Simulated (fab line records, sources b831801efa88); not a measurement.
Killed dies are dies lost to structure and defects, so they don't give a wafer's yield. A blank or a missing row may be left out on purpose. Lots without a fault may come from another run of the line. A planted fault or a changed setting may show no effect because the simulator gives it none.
Which tool did it? | flow gf180mcu | 10 lots, 30 wafers sampled, at 6 steps of a route of 602

WHAT THE GAUGES READ, wafer by wafer
GF_V4_CD_MEAS_14: target cd 260 nm.
lot  | measured     | on        | cd_nm (nm)
L650 | day 25 17:29 | cd_sem-02 | 262.1 263.3 262.9
L651 | day 26 05:34 | cd_sem-02 | 260.6 259.7 261.2
L652 | day 26 14:39 | cd_sem-02 | 261.5 261.0 262.5
L657 | day 27 22:44 | cd_sem-01 | 259.1 259.6 259.8
L659 | day 28 18:11 | cd_sem-02 | 258.4 260.9 261.0
L660 | day 28 20:00 | cd_sem-02 | 260.4 260.0 259.8
L661 | day 29 07:51 | cd_sem-01 | 260.5 259.7 260.7
L662 | day 29 11:08 | cd_sem-02 | 260.5 258.5 258.3
L663 | day 29 16:23 | cd_sem-01 | 260.0 260.0 259.7
L664 | day 29 21:26 | cd_sem-02 | 259.2 258.5 258.8

GF_V4_RS_MEAS_24: measures by four-point-probe.
lot  | measured     | on            | V4_W_RS (ohm/sq)
L650 | day 25 18:31 | film_metro-03 | 0.326 0.327 0.327
L651 | day 26 06:39 | film_metro-04 | 0.325 0.324 0.322
L652 | day 26 15:41 | film_metro-03 | 0.334 0.333 0.331
L657 | day 27 23:48 | film_metro-03 | 0.328 0.324 0.328
L659 | day 28 19:13 | film_metro-03 | 0.331 0.328 0.325
L660 | day 28 21:02 | film_metro-02 | 0.273 0.275 0.278
L661 | day 29 08:59 | film_metro-04 | 0.276 0.274 0.277
L662 | day 29 12:34 | film_metro-04 | 0.332 0.324 0.327
L663 | day 29 17:27 | film_metro-04 | 0.330 0.335 0.329
L664 | day 29 22:30 | film_metro-02 | 0.267 0.269 0.267

GF_V4_THK_MEAS_25: measures by xrf.
lot  | measured     | on            | V4_W_THK (nm)
L650 | day 25 18:38 | film_metro-03 | 352 351 351
L651 | day 26 06:46 | film_metro-04 | 352 353 355
L652 | day 26 15:48 | film_metro-03 | 348 348 352
L657 | day 27 23:55 | film_metro-03 | 353 356 352
L659 | day 28 19:19 | film_metro-03 | 343 348 350
L660 | day 28 21:09 | film_metro-02 | 426 427 420
L661 | day 29 09:07 | film_metro-04 | 419 420 413
L662 | day 29 12:41 | film_metro-04 | 346 355 351
L663 | day 29 17:34 | film_metro-04 | 348 342 349
L664 | day 29 22:37 | film_metro-02 | 434 429 433

WHICH TOOL RAN EACH LOT (tool, then ch and the chambers of the sampled wafers, then the start)
lot  | GF_M4_STRIP_17                       | GF_V4_SPUTTER_22             | GF_V4_CVD_23
L650 | plasma_asher-03 ch 0,1, day 24 19:12 | pvd_sputter-02, day 25 18:22 | cvd_w-01 ch 0,1, day 25 18:25
L651 | plasma_asher-03 ch 0, day 25 07:34   | pvd_sputter-04, day 26 06:29 | cvd_w-01 ch 0,1, day 26 06:31
L652 | plasma_asher-03 ch 0,1, day 25 17:14 | pvd_sputter-03, day 26 15:31 | cvd_w-02 ch 0,1, day 26 15:34
L657 | plasma_asher-01 ch 0,1, day 27 01:21 | pvd_sputter-03, day 27 23:38 | cvd_w-01 ch 0,1, day 27 23:41
L659 | plasma_asher-03 ch 0,1, day 27 21:19 | pvd_sputter-03, day 28 19:01 | cvd_w-01 ch 0,1, day 28 19:05
L660 | plasma_asher-03 ch 1, day 27 23:39   | pvd_sputter-02, day 28 20:53 | cvd_w-01 ch 0,1, day 28 20:55
L661 | plasma_asher-01 ch 0,1, day 28 11:30 | pvd_sputter-03, day 29 08:50 | cvd_w-01 ch 0,1, day 29 08:53
L662 | plasma_asher-03 ch 0,1, day 28 14:40 | pvd_sputter-04, day 29 12:25 | cvd_w-02 ch 0,1, day 29 12:28
L663 | plasma_asher-03 ch 0,1, day 28 19:57 | pvd_sputter-02, day 29 17:18 | cvd_w-02 ch 0,1, day 29 17:20
L664 | plasma_asher-03 ch 0,1, day 29 01:26 | pvd_sputter-02, day 29 22:21 | cvd_w-01 ch 0,1, day 29 22:23
- GF_M4_STRIP_17: strips in O2/N2.
- GF_V4_SPUTTER_22: material TiN, target thk 10 nm, time 40 s.
- GF_V4_CVD_23: deposits W, target thk 350 nm, time 104.9 s.

WHAT THE TOOLS THEMSELVES READ (means of the sampled wafers that have a number; where no wafer has one, the mark that the record gives instead)
GF_M4_STRIP_17.
lot  | tool            | drypump_motor_current_A (A) | heater_power_w (W) | o2_flow_sccm (sccm) | oes_product_au (a.u.) | strip_time_to_endpoint_s (s)
L650 | plasma_asher-03 | 5.8                         | 341                | 2989                | 0.533                 | 7.34
L651 | plasma_asher-03 | 6.5                         | 382                | 3014                | 0.536                 | 7.37
L652 | plasma_asher-03 | 6.2                         | 363                | 2997                | 0.532                 | 7.34
L657 | plasma_asher-01 | 5.5                         | 342                | 3005                | 0.535                 | 7.31
L659 | plasma_asher-03 | 5.8                         | 338                | 3001                | 0.536                 | 7.40
L660 | plasma_asher-03 | 5.5                         | 314                | 2990                | 0.532                 | 7.42
L661 | plasma_asher-01 | 5.5                         | 345                | 2996                | 0.529                 | 7.38
L662 | plasma_asher-03 | 5.8                         | 339                | 3006                | 0.537                 | 7.31
L663 | plasma_asher-03 | 5.8                         | 343                | 3003                | 0.539                 | 7.43
L664 | plasma_asher-03 | 5.8                         | 341                | 3003                | 0.539                 | 7.29

GF_V4_SPUTTER_22.
lot  | tool           | throttle_valve_pct (%)
L650 | pvd_sputter-02 | 31.4
L651 | pvd_sputter-04 | 30.2
L652 | pvd_sputter-03 | 29.5
L657 | pvd_sputter-03 | 29.9
L659 | pvd_sputter-03 | 29.8
L660 | pvd_sputter-02 | 31.6
L661 | pvd_sputter-03 | 28.9
L662 | pvd_sputter-04 | 29.3
L663 | pvd_sputter-02 | 31.4
L664 | pvd_sputter-02 | 30.9

GF_V4_CVD_23.
lot  | tool     | chamber_pressure_Torr (Torr) | heater_power_outer_w (W) | heater_power_w (W)
L650 | cvd_w-01 | 39.97                        | 486                      | 783
L651 | cvd_w-01 | 39.96                        | 500                      | 784
L652 | cvd_w-02 | 40.05                        | 544                      | 959
L657 | cvd_w-01 | 40.08                        | 479                      | 799
L659 | cvd_w-01 | 39.94                        | 505                      | 793
L660 | cvd_w-01 | 56.65                        | 482                      | 791
L661 | cvd_w-01 | 56.58                        | 502                      | 794
L662 | cvd_w-02 | 39.96                        | 548                      | 943
L663 | cvd_w-02 | 40.03                        | 544                      | 930
L664 | cvd_w-01 | 56.64                        | 485                      | 777

THE ANSWER, worked out from the rows above alone
Rule: what is usual is taken from the lots themselves. Put in order of their means at a reading, lots are off if they are a third of the lots or fewer, leave a main group of 4 or more, and stand apart from it by a gap of 3 or more times the standard deviation of the main group's means; of several such gaps the widest counts. A main group whose means are all the same, to the digits that the tables above print for the reading, isn't used. A lot without any number at a reading at which 4 lots or more have one is off too. The other lots that the step has rows for count as sound. The gauges are gone through in route order, then the tools' own readings, and for those a lot's mean is taken as printed above. The first step at which some lot is off is used, and at that step the reading that is off furthest; a lot without a number counts as furthest.
Off: L660, L661, L664, at GF_V4_RS_MEAS_24 (V4_W_RS). The main group: mean 0.328 ohm/sq, standard deviation 0.0028.
A tool fits if, at a process step before that reading, it ran every lot that is off, and no sound lot after the first of them. The gauges at GF_V4_RS_MEAS_24 aren't tried: what is off there is off at GF_V4_CVD_23 too, on other tools, and a gauge's error can't cause that. One fits: cvd_w-01 at GF_V4_CVD_23. Its last sound lot is L659 (day 28 19:05), its first lot that is off L660 (day 28 20:55): a fault that began between those two fits.
The tool's own readings at GF_V4_CVD_23 bear it out: on the lots that are off they differ by more than 5 times the standard deviation of the sound lots' means. chamber_pressure_Torr reads 56.62 Torr there against 40.00 Torr on the sound lots.

WHAT THE SIMULATOR HAD PUT IN
Process parameter drift: cvd_w-01, from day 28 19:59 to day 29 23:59, at GF_V4_CVD_23. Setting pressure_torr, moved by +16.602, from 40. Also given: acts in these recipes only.
Lots struck among those shown: L660, L661, L664. The rule above found the same.
